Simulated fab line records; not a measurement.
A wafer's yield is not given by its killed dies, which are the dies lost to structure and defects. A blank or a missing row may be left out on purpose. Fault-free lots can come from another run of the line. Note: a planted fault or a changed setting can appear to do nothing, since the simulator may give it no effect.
Which tool was responsible?    flow gf180mcu    Sampling: 14 lots, 42 wafers, 2 of 602 route steps

== WHAT THE GAUGES SHOWED, per wafer ==
GF_STI_THK_MEAS_24.
lot   measured     on             STI_CVD_23_THK (nm)
L483  day 2 06:01  film-metro-03  659 654 659
L484  day 2 10:02  film-metro-01  650 652 648
L485  day 2 18:35  film-metro-01  646 630 647
L487  day 3 06:39  film-metro-01  644 651 648
L488  day 3 09:13  film-metro-04  657 653 655
L489  day 3 12:37  film-metro-01  648 645 649
L490  day 3 21:44  film-metro-03  660 656 659
L491  day 4 00:25  film-metro-03  657 651 649
L493  day 4 07:43  film-metro-01  651 415 406
L494  day 4 13:02  film-metro-03  647 655 419
L502  day 6 07:47  film-metro-03  645 648 643
L503  day 6 11:23  film-metro-04  640 650 646
L505  day 6 23:02  film-metro-01  654 654 654
L506  day 7 02:39  film-metro-03  665 652 665

== WHICH TOOL RAN EACH LOT (tool, then ch and the chambers of the sampled wafers, then the start) ==
lot   GF_STI_CVD_23
L483  hdpcvd-01 ch 0,1,2, day 2 05:56
L484  hdpcvd-01 ch 1,2, day 2 09:58
L485  hdpcvd-02 ch 0,1, day 2 18:30
L487  hdpcvd-02 ch 1,2, day 3 06:34
L488  hdpcvd-01 ch 0,1,2, day 3 09:08
L489  hdpcvd-01 ch 0,2, day 3 12:31
L490  hdpcvd-02 ch 0,1,2, day 3 21:40
L491  hdpcvd-01 ch 0,1,2, day 4 00:20
L493  hdpcvd-01 ch 0,2, day 4 07:38
L494  hdpcvd-01 ch 0,1,2, day 4 12:56
L502  hdpcvd-02 ch 0,1,2, day 6 07:42
L503  hdpcvd-02 ch 0,1, day 6 11:19
L505  hdpcvd-02 ch 0,1, day 6 22:57
L506  hdpcvd-02 ch 0,1,2, day 7 02:34
- GF_STI_CVD_23: deposits SiO2, target thk 650 nm, time 108.3 s.

== WHAT THE TOOLS THEMSELVES READ (means of the sampled wafers that have a number; where no wafer has one, the mark that the record gives instead) ==
The record holds no such reading with a usual standard deviation.

== THE ANSWER, worked out from the rows above alone ==
Rule: what is usual is taken from the lots themselves. Put in order of their means at a reading, lots are off if they are a third of the lots or fewer, leave a main group of 4 or more, and stand apart from it by a gap of 3 or more times the standard deviation of the main group's means; of several such gaps the widest counts. A main group is skipped when, at the precision printed for the reading in the tables above, its means are all equal. A lot without any number at a reading at which 4 lots or more have one is off too. Where the step has rows for the other lots, those lots are counted as sound. After the gauges, taken in route order, come the tools' own readings; for these a lot's mean is taken, as printed above. The first step at which some lot is off is used, and at that step the reading that is off furthest; a lot without a number counts as furthest.
Off: L493, L494, at GF_STI_THK_MEAS_24 (STI_CVD_23_THK). The main group: mean 651 nm, standard deviation 5.8.
A tool fits if, at a process step before that reading, it ran every lot that is off, and no sound lot after the first of them. The gauges at GF_STI_THK_MEAS_24 are tried like those tools. One candidate fits, namely hdpcvd-01 at GF_STI_CVD_23. Its last sound lot is L491 (day 4 00:20), its first lot that is off L493 (day 4 07:38): a fault that began between those two fits.

== WHAT THE SIMULATOR PUT IN ==
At GF_STI_CVD_23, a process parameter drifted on hdpcvd-01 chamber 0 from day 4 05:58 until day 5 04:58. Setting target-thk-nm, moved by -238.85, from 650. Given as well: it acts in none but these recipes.
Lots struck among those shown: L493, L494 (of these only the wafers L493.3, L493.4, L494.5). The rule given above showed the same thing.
